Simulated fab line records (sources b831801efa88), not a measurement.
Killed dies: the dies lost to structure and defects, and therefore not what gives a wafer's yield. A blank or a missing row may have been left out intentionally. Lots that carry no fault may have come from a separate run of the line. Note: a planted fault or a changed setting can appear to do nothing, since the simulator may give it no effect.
Struck lot and sound lot, side by side :: flow gf180mcu :: 14 out of 602 route steps
Sound: wafers L138.1, L138.2, L138.3. The struck wafers were L132.2, L132.3, L132.6. At the end, the cause is stated.
For every step that has rows: the tool of each side, followed by ch and its chambers, followed by its first start. Under that, the readings that differ: sound wafers :: struck wafers :: difference of the means :: sigmas: that difference in standard deviations of wafers without a fault.
alike: a reading whose means differ by less than 2 such deviations, as well as words and numbers matching on both sides. not compared: withheld readings; readings where some wafer has no value; bounds like >300 that might hide an equal value; numbers whose values overlap and for which the record gives no deviation.
A row with sigmas, a row that says differs or no value, or rows on one side alone: a step with any of these is where the two part. Numbers that don't overlap but have no deviation are shown without sigmas and don't part them. Lack of a reading on every wafer of one side parts them only where that side has two or more wafers.

GF_M3_SPUTTER_00: material Ti, target thk 37.5 nm, time 150 s.
  sound on pvdSputter-02 at day 25 21:28; struck on pvdSputter-02 at day 24 01:51
  alike: throttleValvePct
GF_M3_SPUTTER_01: material TiN, target thk 30 nm, time 24.6 s.
  sound on pvdSputter-02 at day 25 21:34; struck on pvdSputter-02 at day 24 01:57
  alike: throttleValvePct
GF_M3_SPUTTER_02: material AlCu, target thk 450 nm, time 23.9 s.
  sound on pvdSputter-02 at day 25 21:35; struck on pvdSputter-02 at day 24 01:59
  alike: throttleValvePct
GF_M3_SPUTTER_03: material Ti, target thk 10 nm, time 6.7 s.
  sound on pvdSputter-02 at day 25 21:37; struck on pvdSputter-02 at day 24 02:01
  alike: throttleValvePct
GF_M3_SPUTTER_04: material TiN, target thk 50 nm, time 41.7 s.
  sound on pvdSputter-02 at day 25 21:38; struck on pvdSputter-02 at day 24 02:02
  alike: throttleValvePct
GF_M3_RS_MEAS_05: measures by four-point-probe.
  sound on filmMetro-04 at day 25 21:41; struck on filmMetro-03 at day 24 02:05
  alike: M3_ALCU_RS
GF_M3_THK_MEAS_06: measures by xrf.
  sound on filmMetro-04 at day 25 21:48; struck on filmMetro-03 at day 24 02:12
  alike: M3_ALCU_THK
then, 5 steps without rows for these wafers: GF_M3_DEHYDRATE_07 (time 60 s); GF_M3_HMDS_08 (prime time 60 s); GF_M3_COAT_09 (resist thk 1000 nm); GF_M3_SOFTBAKE_10 (time 60 s); GF_M3_EXPOSE_11 (exposes mask Metal3, target cd 280 nm).
GF_M3_PEB_12: peb time 90 s.
  sound on lithoTrack-04 ch 0, day 26 17:21; struck on lithoTrack-02, day 24 23:18
  no value came back on the struck wafers for chillPlateTempC (C), exhaustPa (Pa); on the sound wafers chillPlateTempC (C) reads 22.97 22.91 22.98
then, 1 step without rows for these wafers: GF_M3_DEVELOP_13 (develop time 60 s).

## WHERE THEY PART
Only at GF_M3_PEB_12, within this record.

WHY: what had been put in by the simulator
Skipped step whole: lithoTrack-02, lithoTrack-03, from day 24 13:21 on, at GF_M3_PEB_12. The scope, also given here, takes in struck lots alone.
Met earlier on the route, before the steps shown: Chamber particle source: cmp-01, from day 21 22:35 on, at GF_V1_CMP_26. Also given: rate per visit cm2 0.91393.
